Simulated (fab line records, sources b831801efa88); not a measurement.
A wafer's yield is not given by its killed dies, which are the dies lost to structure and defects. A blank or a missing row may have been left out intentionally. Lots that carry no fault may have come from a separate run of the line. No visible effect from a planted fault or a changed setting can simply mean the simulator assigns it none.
A sampling plan put to the test    flow gf180mcu    each of the 60 faults these records tell of, on one fab line, judged from the records of the lots it struck
The line's own looks make up the plan; these are the steps of the route where a gauge or inspection reads the wafer and leaves it unchanged. A look is open to judgement when struck wafers have a number at it and the file gives its usual mean and standard deviation on fault-free wafers. Caught: 4 or more of those standard deviations (sigma) separate the usual mean from the mean of the struck wafers at a look after the fault's first step. On the tool: the identical test, applied to the tool's own readings at the steps of the fault. Another recipe on the struck wafers, or a record that is blank for them alone, also counts as caught.

THE FAULTS, as the simulator had put them in
1. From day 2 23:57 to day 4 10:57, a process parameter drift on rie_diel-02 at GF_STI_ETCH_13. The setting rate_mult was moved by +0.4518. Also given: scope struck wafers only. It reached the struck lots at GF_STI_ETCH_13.
2. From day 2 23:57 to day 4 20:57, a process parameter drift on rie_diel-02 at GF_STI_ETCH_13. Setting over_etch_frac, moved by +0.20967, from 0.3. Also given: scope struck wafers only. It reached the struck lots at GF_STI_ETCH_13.
3. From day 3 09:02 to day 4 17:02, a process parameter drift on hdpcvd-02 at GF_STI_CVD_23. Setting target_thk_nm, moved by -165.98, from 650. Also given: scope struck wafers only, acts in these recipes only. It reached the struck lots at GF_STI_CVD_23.
4. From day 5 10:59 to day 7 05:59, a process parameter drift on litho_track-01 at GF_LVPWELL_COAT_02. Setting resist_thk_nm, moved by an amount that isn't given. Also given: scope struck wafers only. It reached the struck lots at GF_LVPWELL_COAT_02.
5. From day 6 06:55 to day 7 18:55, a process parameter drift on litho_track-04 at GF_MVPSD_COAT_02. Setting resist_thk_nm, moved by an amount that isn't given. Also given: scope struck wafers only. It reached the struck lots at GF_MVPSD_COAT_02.
6. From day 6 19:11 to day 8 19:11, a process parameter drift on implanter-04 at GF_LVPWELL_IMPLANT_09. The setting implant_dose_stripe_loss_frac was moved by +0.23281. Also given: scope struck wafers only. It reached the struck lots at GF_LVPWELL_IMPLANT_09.
7. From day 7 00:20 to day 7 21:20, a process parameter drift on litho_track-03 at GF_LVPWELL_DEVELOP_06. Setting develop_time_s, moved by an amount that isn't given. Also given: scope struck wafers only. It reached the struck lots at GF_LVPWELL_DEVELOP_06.
8. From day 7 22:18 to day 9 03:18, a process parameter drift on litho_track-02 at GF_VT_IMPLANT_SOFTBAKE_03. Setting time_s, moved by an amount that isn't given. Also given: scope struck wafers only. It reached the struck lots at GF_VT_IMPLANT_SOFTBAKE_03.
9. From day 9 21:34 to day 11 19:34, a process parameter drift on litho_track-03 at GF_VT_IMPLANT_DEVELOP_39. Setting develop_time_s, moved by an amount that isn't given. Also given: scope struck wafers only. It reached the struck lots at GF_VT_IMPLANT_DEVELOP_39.
10. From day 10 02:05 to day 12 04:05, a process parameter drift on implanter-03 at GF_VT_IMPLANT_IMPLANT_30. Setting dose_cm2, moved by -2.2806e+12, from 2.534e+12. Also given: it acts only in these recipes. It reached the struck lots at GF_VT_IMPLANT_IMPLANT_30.
11. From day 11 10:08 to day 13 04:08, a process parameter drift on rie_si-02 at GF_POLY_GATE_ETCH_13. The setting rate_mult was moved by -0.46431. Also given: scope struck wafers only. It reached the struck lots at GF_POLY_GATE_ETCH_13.
12. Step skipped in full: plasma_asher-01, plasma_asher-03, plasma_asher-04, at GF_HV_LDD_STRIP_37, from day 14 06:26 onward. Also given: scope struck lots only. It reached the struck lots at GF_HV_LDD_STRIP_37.
13. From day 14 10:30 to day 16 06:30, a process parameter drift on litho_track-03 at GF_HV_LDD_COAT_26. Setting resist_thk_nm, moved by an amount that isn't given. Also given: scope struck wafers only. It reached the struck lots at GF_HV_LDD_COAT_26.
14. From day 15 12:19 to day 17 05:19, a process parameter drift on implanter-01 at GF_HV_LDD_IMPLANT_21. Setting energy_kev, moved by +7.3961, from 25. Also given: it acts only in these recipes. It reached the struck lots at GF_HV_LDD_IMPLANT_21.
15. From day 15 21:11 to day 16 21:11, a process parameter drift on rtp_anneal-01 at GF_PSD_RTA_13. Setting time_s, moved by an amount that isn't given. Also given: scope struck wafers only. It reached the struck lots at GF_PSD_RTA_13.
16. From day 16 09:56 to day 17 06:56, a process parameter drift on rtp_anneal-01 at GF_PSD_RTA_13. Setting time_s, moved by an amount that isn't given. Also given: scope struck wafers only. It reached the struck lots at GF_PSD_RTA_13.
17. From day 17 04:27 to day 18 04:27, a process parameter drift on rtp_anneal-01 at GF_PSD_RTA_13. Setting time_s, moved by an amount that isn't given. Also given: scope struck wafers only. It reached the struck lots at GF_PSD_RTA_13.
18. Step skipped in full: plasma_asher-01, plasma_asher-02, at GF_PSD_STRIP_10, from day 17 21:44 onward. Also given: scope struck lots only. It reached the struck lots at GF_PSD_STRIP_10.
19. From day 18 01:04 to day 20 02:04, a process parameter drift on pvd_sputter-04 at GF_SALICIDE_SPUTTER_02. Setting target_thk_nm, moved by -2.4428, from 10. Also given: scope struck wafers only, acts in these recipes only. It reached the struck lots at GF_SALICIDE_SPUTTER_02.
20. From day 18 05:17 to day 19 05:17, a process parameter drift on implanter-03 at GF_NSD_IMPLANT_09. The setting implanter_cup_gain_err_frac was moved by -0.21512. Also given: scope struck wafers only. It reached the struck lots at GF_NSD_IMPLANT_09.
21. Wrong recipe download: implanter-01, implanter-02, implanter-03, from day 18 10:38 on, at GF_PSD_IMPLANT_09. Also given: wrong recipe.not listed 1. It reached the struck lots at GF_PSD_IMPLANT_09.
22. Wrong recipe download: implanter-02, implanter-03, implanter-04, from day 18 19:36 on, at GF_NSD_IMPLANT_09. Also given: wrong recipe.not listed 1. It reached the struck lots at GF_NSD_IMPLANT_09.
23. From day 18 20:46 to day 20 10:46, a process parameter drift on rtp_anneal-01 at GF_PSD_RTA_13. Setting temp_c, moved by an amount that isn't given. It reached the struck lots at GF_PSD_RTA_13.
24. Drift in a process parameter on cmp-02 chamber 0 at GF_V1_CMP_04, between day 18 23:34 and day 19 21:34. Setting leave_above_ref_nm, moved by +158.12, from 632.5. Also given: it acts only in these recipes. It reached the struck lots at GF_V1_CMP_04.
25. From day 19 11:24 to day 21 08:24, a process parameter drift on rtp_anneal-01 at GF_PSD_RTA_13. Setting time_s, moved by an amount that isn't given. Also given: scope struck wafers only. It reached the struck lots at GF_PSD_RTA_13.
26. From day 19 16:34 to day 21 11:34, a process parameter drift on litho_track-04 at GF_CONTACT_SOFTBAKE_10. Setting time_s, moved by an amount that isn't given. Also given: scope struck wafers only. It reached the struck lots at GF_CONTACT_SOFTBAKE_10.
27. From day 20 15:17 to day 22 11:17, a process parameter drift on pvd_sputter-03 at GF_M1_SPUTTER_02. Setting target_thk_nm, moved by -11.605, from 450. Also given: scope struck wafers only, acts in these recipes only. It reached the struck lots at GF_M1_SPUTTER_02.
28. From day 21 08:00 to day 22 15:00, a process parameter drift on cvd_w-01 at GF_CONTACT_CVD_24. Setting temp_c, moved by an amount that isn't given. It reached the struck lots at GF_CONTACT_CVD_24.
29. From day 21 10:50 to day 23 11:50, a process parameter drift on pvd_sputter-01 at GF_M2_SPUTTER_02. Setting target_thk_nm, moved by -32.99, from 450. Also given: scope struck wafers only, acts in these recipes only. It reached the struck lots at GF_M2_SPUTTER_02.
30. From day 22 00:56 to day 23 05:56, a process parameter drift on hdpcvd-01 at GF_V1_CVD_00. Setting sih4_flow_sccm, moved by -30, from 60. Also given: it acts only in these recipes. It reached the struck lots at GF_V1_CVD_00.
31. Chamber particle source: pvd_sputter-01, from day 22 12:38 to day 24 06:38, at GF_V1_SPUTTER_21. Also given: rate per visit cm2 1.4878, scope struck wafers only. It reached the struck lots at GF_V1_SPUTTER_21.
32. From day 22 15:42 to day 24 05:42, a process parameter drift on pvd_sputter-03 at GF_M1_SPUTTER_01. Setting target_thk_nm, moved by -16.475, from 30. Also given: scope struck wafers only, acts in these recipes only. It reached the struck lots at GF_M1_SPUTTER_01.
33. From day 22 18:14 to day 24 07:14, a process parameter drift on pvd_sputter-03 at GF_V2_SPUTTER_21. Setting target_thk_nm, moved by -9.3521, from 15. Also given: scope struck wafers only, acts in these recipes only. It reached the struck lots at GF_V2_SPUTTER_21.
34. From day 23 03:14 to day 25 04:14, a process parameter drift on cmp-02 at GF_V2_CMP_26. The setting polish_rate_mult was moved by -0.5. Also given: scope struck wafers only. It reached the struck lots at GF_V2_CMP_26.
35. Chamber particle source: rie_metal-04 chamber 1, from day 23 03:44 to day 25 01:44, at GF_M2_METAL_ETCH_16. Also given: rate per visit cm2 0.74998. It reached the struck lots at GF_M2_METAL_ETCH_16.
36. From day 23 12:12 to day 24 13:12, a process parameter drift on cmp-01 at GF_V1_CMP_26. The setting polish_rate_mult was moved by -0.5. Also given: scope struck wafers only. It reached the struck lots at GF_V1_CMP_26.
37. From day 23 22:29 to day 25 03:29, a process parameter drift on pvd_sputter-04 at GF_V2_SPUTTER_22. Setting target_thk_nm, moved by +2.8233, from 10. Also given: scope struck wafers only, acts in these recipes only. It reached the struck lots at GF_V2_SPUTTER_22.
38. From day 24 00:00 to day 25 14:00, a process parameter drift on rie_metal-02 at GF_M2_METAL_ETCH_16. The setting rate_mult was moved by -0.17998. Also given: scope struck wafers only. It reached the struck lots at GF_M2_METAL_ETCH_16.
39. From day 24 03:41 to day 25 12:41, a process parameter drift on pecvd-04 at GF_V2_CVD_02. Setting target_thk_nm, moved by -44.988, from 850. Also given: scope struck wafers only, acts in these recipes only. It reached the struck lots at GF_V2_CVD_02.
40. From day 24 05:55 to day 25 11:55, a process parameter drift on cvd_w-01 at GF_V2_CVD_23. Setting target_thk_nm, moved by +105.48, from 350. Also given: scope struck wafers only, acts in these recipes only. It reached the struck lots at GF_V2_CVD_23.
41. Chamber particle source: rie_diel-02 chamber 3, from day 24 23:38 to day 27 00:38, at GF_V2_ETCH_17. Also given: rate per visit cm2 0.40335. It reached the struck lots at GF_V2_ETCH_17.
42. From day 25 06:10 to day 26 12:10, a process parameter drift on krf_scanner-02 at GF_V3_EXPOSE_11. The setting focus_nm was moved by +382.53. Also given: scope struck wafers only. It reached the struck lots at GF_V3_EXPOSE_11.
43. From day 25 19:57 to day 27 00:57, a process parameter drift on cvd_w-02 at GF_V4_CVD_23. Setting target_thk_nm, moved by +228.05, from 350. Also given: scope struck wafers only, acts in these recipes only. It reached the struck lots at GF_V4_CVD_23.
44. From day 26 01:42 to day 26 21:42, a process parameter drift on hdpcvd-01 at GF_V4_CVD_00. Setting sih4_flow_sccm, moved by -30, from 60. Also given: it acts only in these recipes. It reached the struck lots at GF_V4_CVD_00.
45. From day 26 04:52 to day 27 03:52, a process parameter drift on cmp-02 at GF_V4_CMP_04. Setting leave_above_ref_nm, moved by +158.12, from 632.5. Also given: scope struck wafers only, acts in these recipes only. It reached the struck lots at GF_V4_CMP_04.
46. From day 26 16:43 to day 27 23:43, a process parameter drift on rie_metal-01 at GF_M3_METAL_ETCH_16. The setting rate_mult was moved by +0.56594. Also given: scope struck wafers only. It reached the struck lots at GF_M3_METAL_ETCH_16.
47. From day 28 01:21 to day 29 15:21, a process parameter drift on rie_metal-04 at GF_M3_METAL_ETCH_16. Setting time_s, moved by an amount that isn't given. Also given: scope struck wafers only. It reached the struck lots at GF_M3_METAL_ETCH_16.
48. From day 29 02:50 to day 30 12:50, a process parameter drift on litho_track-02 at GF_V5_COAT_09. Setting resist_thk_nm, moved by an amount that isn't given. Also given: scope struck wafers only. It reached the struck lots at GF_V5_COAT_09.
49. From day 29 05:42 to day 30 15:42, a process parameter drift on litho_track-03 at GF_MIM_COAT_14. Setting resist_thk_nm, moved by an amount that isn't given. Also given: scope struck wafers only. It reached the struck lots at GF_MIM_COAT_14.
50. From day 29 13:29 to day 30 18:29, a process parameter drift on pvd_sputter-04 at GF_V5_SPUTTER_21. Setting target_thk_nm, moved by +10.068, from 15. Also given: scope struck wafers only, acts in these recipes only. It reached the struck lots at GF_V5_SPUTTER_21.
51. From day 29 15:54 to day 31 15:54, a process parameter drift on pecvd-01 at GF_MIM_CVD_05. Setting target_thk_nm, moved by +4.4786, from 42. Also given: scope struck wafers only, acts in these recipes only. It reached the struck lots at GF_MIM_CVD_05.
52. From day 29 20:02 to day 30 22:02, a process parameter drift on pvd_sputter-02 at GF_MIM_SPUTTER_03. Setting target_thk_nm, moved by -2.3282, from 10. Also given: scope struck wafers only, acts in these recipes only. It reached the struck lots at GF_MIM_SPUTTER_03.
53. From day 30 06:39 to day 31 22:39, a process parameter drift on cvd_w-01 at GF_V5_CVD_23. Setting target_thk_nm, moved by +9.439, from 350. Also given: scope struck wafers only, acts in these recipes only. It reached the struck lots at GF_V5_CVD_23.
54. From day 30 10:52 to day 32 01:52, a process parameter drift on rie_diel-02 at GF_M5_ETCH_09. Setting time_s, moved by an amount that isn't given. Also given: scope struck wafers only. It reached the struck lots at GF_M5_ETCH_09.
55. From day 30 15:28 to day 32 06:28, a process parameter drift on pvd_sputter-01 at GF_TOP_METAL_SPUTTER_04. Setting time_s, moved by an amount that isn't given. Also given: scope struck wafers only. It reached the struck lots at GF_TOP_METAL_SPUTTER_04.
56. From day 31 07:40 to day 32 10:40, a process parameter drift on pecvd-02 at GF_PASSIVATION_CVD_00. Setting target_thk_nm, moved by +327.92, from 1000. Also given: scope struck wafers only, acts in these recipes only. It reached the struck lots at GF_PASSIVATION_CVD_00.
57. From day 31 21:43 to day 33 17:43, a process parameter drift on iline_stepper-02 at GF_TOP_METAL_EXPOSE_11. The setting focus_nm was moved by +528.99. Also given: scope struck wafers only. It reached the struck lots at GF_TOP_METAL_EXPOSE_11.
58. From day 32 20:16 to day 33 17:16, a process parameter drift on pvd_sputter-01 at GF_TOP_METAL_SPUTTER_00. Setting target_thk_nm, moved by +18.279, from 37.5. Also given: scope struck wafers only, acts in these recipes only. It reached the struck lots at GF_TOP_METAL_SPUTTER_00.
59. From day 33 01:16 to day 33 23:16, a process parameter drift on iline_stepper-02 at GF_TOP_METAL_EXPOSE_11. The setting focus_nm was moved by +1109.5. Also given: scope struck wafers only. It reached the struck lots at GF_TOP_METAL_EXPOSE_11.
60. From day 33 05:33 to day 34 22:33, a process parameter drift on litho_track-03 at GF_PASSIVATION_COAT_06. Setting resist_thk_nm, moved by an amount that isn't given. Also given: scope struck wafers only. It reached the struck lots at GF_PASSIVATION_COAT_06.

WHAT THE PLAN SAW
fault  on the tool itself                                first look that catches it                       reading, sigma                                              median hours from its first step to that look  hours from the fault's start to the first struck lot there  judged looks passed uncaught
1      under 2 sigma                                     none of the 3 looks that can be judged after it  -                                                           -                                              -                                                           3
2      oes_product_au -10 sigma                          none of the 2 looks that can be judged after it  -                                                           -                                              -                                                           2
3      no reading that can be judged                     GF_STI_THK_MEAS_24                               STI_CVD_23_THK -18                                          0.1                                            4                                                           0
4      no reading that can be judged                     none of the 2 looks that can be judged after it  -                                                           -                                              -                                                           2
5      under 2 sigma                                     not the one look that can be judged after it     -                                                           -                                              -                                                           1
6      under 2 sigma                                     GF_VT_IMPLANT_RS_MEAS_48                         LVPWELL_RS +10                                              109.2                                          134                                                         0
7      no reading that can be judged                     not the one look that can be judged after it     -                                                           -                                              -                                                           1
8      heater_power_total_W +99 or beyond sigma          not the one look that can be judged after it     -                                                           -                                              -                                                           1
9      no reading that can be judged                     GF_VT_IMPLANT_TW_MEAS_43                         VT_IMPLANT_4_TW -68                                         0.4                                            5                                                           0
10     dose_ions_cm2 -99 or beyond sigma                 GF_VT_IMPLANT_TW_MEAS_32                         VT_IMPLANT_3_TW -39                                         0.2                                            2                                                           0
11     oes_product_au -39 sigma                          not the one look that can be judged after it     -                                                           -                                              -                                                           1
12     the tool's record is blank for the struck wafers  GF_HV_LDD_TW_MEAS_50                             HV_LDD_4_TW -91                                             21.9                                           28                                                          0
13     under 2 sigma                                     GF_HV_LDD_CD_MEAS_31                             cd_nm +4.0                                                  10.7                                           19                                                          0
14     beam_energy_keV +99 or beyond sigma               not the one look that can be judged after it     strongest: HV_LDD_2_TW at GF_HV_LDD_TW_MEAS_23, +3.6        -                                              -                                                           1
15     run_length_s +7.9 sigma                           GF_PSD_RS_MEAS_14                                NSD_RS -14                                                  0.1                                            7                                                           0
16     run_length_s +37 sigma                            GF_PSD_RS_MEAS_14                                NSD_RS -55                                                  0.1                                            6                                                           0
17     run_length_s +12 sigma                            GF_PSD_RS_MEAS_14                                NSD_RS -21                                                  0.1                                            7                                                           0
18     the tool's record is blank for the struck wafers  no look after it can be judged                   -                                                           -                                              -                                                           0
19     under 2 sigma                                     GF_SALICIDE_RS_MEAS_04                           SALICIDE_TIN_RS +16                                         0.1                                            10                                                          0
20     beam_on_s +12 sigma                               GF_PSD_RS_MEAS_14                                NSD_RS -14                                                  25.8                                           37                                                          0
21     under 2 sigma                                     GF_PSD_TW_MEAS_11                                PSD_TW -26                                                  0.2                                            5                                                           0
22     under 2 sigma                                     GF_NSD_TW_MEAS_12                                NSD_TW +10                                                  0.4                                            4                                                           0
23     wafer_temp_C_max -34 sigma                        GF_PSD_RS_MEAS_14                                NSD_RS +56                                                  0.1                                            1                                                           0
24     time_to_endpoint_s -9.8 sigma                     no look after it can be judged                   -                                                           -                                              -                                                           0
25     run_length_s +20 sigma                            GF_PSD_RS_MEAS_14                                NSD_RS -32                                                  0.1                                            14                                                          0
26     heater_power_total_W +99 or beyond sigma          none of the 2 looks that can be judged after it  -                                                           -                                              -                                                           2
27     under 2 sigma                                     no look after it can be judged                   -                                                           -                                              -                                                           0
28     susceptor_temp_C +99 or beyond sigma              GF_CONTACT_RS_MEAS_25                            CONTACT_W_RS -24                                            0.1                                            22                                                          0
29     under 2 sigma                                     GF_M2_RS_MEAS_05                                 M2_ALCU_RS +5.9                                             0.2                                            6                                                           0
30     sih4_flow_sccm -99 or beyond sigma                GF_V1_THK_MEAS_01                                V1_CVD_00_THK -42                                           0.1                                            4                                                           0
31     under 2 sigma                                     not the one look that can be judged after it     -                                                           -                                              -                                                           1
32     under 2 sigma                                     no look after it can be judged                   -                                                           -                                              -                                                           0
33     under 2 sigma                                     no look after it can be judged                   -                                                           -                                              -                                                           0
34     overpolish_run_s -99 or beyond sigma              no look after it can be judged                   -                                                           -                                              -                                                           0
35     under 2 sigma                                     no look after it can be judged                   -                                                           -                                              -                                                           0
36     overpolish_run_s -99 or beyond sigma              no look after it can be judged                   -                                                           -                                              -                                                           0
37     under 2 sigma                                     no look after it can be judged                   -                                                           -                                              -                                                           0
38     oes_product_au -15 sigma                          no look after it can be judged                   -                                                           -                                              -                                                           0
39     under 2 sigma                                     none of the 2 looks that can be judged after it  strongest: V2_CVD_02_THK at GF_V2_THK_MEAS_03, -3.1         -                                              -                                                           2
40     under 2 sigma                                     GF_V2_RS_MEAS_24                                 V2_W_RS -15                                                 0.1                                            9                                                           0
41     under 2 sigma                                     not the one look that can be judged after it     -                                                           -                                              -                                                           1
42     under 2 sigma                                     GF_V3_CD_MEAS_14                                 cd_nm +9.4                                                  10.1                                           29                                                          0
43     under 2 sigma                                     GF_V4_RS_MEAS_24                                 V4_W_RS -43                                                 0.2                                            1                                                           0
44     sih4_flow_sccm -99 or beyond sigma                GF_V4_THK_MEAS_01                                V4_CVD_00_THK -39                                           0.1                                            3                                                           0
45     time_to_endpoint_s -10 sigma                      not the one look that can be judged after it     -                                                           -                                              -                                                           1
46     only faintly: oes_product_au +2.0 sigma           not the one look that can be judged after it     -                                                           -                                              -                                                           1
47     run_length_s +59 sigma                            no look after it can be judged                   -                                                           -                                              -                                                           0
48     under 2 sigma                                     not the one look that can be judged after it     -                                                           -                                              -                                                           1
49     under 2 sigma                                     no look after it can be judged                   -                                                           -                                              -                                                           0
50     under 2 sigma                                     no look after it can be judged                   -                                                           -                                              -                                                           0
51     under 2 sigma                                     GF_MIM_THK_MEAS_06                               MIM_CVD_05_THK +7.2                                         0.0                                            36                                                          0
52     under 2 sigma                                     no look after it can be judged                   -                                                           -                                              -                                                           0
53     under 2 sigma                                     not the one look that can be judged after it     -                                                           -                                              -                                                           1
54     under 2 sigma                                     no look after it can be judged                   -                                                           -                                              -                                                           0
55     under 2 sigma                                     none of the 4 looks that can be judged after it  strongest: TOP_METAL_OVL at GF_TOP_METAL_OVL_MEAS_15, +2.0  -                                              -                                                           4
56     under 2 sigma                                     GF_PASSIVATION_THK_MEAS_01                       PASSIVATION_CVD_00_THK +21                                  0.1                                            11                                                          0
57     under 2 sigma                                     GF_TOP_METAL_CD_MEAS_14                          cd_nm -13                                                   3.0                                            11                                                          0
58     under 2 sigma                                     no look after it can be judged                   -                                                           -                                              -                                                           0
59     under 2 sigma                                     GF_TOP_METAL_CD_MEAS_14                          cd_nm -60                                                   6.3                                            12                                                          0
60     no reading that can be judged                     no look after it can be judged                   -                                                           -                                              -                                                           0
Dash: fault not caught, or number not given in these records.

Caught at a look: 26 of 60. Caught on the tool: 23 of 60. By one or the other: 38 of 60.
Faults 2, 8, 11, 14, 18, 24, 26, 34, 36, 38, 45, 47 were caught on the tool alone.
Caught at a look alone: faults 3, 6, 9, 13, 19, 21, 22, 29, 40, 42, 43, 51, 56, 57, 59.
Caught by neither: faults 1, 4, 5, 7, 27, 31, 32, 33, 35, 37, 39, 41, 46, 48, 49, 50, 52, 53, 54, 55, 58, 60.

THINNER SAMPLING
Were the look that catches a fault to measure just every second or every third lot (counted by lot number), the first struck lot would, at worst, be measured this late:
fault  struck lots at that look, in order of time  every lot  every second lot  every third lot
3      L474, L478                                  4 h        may miss all 2    may miss all 2
6      L455, L457                                  134 h      may miss all 2    may miss all 2
9      L386, L389                                  5 h        27 h              may miss all 2
10     L802, L805, L806                            2 h        21 h              may miss all 3
12     L191, L192, L193                            28 h       30 h              46 h
13     L811, L812                                  19 h       29 h              may miss all 2
15     L872, L873, L875                            7 h        19 h              may miss all 3
16     L903, L905, L904                            6 h        12 h              12 h
17     L798, L799                                  7 h        9 h               may miss all 2
19     L358, L361                                  10 h       40 h              may miss all 2
20     L809, L810, L811                            37 h       44 h              46 h
21     L489, L490                                  5 h        11 h              may miss all 2
22     L203, L204, L205                            4 h        6 h               12 h
23     L151, L154                                  1 h        28 h              may miss all 2
25     L730, L733, L734                            14 h       36 h              may miss all 3
28     L170, L171                                  22 h       28 h              may miss all 2
29     L704, L709, L708                            6 h        40 h              44 h
30     L414, L417                                  4 h        28 h              may miss all 2
40     L810, L812                                  9 h        may miss all 2    may miss all 2
42     L581                                        29 h       may miss it       may miss it
43     L452, L453                                  1 h        14 h              may miss all 2
44     L694, L697                                  3 h        16 h              may miss all 2
51     L586, L587                                  36 h       39 h              may miss all 2
56     L437                                        11 h       may miss it       may miss it
57     L111, L112                                  11 h       26 h              may miss all 2
59     L447, L451                                  12 h       may miss all 2    may miss all 2
Hours count from the start of the fault until the first struck lot that is measured. The test against the limit of 4 sigma pooled every struck wafer, which means one lot taken alone may stay below that limit. Other struck lots may not be in these records.

THE LONGEST TIMED WAY FROM STEP TO LOOK
For fault 6, GF_LVPWELL_IMPLANT_09 and GF_VT_IMPLANT_RS_MEAS_48 are separated by a median of 109.2 hours. No look between them can be judged.
